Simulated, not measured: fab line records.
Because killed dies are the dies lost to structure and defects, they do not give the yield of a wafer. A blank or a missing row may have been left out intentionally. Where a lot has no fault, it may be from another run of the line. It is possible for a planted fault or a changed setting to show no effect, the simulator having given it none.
8D (eight disciplines) problem report, filled in by code | flow gf180mcu | the parts of the form that need people (team, actions taken, sign-off) are left out

## 1. WHAT WENT WRONG
Mean HV_LDD_TW at GF_HV_LDD_TW_MEAS_11: 1226 over 6 wafers in 2 lots; fault-free wafers: 2395, standard deviation 22. Measured from the usual mean, that is -53 standard deviations.
First seen on wafer L538.1, day 11 20:08, on film-metro-01. The record has a number at this step for 39 wafers belonging to 13 lots. Rule for "out", or "out of limits": more than 4 standard deviations from the usual mean. The rest of the wafers with a number are treated as sound.

## 2. WHAT IT IS; WHAT IT IS NOT
question                    | is                           | is not
which readings at this step | HV_LDD_TW                    | -
which lots                  | L538, L540                   | L533, L535, L536, L537, L539, L545, L547, L548, L550, L551, L553
which wafers of those lots  | all that have a number       | -
read on which gauges        | film-metro-01, film-metro-02 | film-metro-04
when                        | from day 11 20:08            | up to then (12 sound wafers); but 21 sound wafers of L539, L545, L547, L548, L550, L551, L553 came after

## 3. SUSPECTS, AND WHAT RULES EACH OUT
Counting: a tool stays on the suspect list if, at a process step up to the reading, it processed all lots that are out and no sound lot following the first of them.
- the gauge at GF_HV_LDD_TW_MEAS_11 has been ruled out. Those wafers that are out were read across 2 gauges (film-metro-01, film-metro-02).
- implanter-01 at GF_HV_LDD_IMPLANT_09: ruled out as a lasting fault. Following L538 (day 11 19:53), the first lot on it that is out, the sound lots L548, L550 were run on it.
Left after counting: nothing in the record.

## 4. THE CAUSE (what the simulator had put in)
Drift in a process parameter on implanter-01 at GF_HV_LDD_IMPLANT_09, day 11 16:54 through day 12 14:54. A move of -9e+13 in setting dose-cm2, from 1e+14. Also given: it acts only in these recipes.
It was ruled out by counting, in error; the rule expects a fault to strike all lots run on its tool from its start on, and this fault did not.

## 5. THE EFFECT CHAIN, in route order
Each row: a reading where the mean over the struck wafers with a number is more than 3 standard deviations away from the usual. Readings are gone through only where the record gives a usual standard deviation; hours: the median, over the lots, of the time from a lot's start at the first step in this table giving one to that lot's start at this step; sigmas: the change measured in usual standard deviations.
hours | step                 | reading            | usual        | on struck wafers | change      | sigmas
0     | GF_HV_LDD_IMPLANT_09 | dose-ions-cm2      | 1.0002e+14   | 9.9333e+12       | -9.0087e+13 | -99 or more
0     | GF_HV_LDD_IMPLANT_09 | faraday-current-uA | 565          | 56               | -509        | -51
0     | GF_HV_LDD_TW_MEAS_11 | HV_LDD_TW          | 2395         | 1226             | -1169       | -53
62    | GF_HV_LDD_RS_MEAS_53 | HV_LDD_RS          | 418.5 ohm/sq | 758.2            | +339.7      | +99 or more
It contains these process steps:
- GF_HV_LDD_IMPLANT_09
Later measuring or inspecting steps at which every struck wafer that the step has a row for has a number for every such reading, and none has moved that far: GF_PSD_CD_MEAS_07, GF_M2_THK_MEAS_06.

## 6. HOW IT WOULD HAVE BEEN CAUGHT EARLIER
The first out-of-limits reading at a measuring or inspecting step in this record came at day 11 20:08, 3 hours after the fault's start at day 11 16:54.
The tool's own readings at GF_HV_LDD_IMPLANT_09 were out on every struck wafer that the step has a row for (dose-ions-cm2, faraday-current-uA): an alarm limit on them would have fired on the first of those.
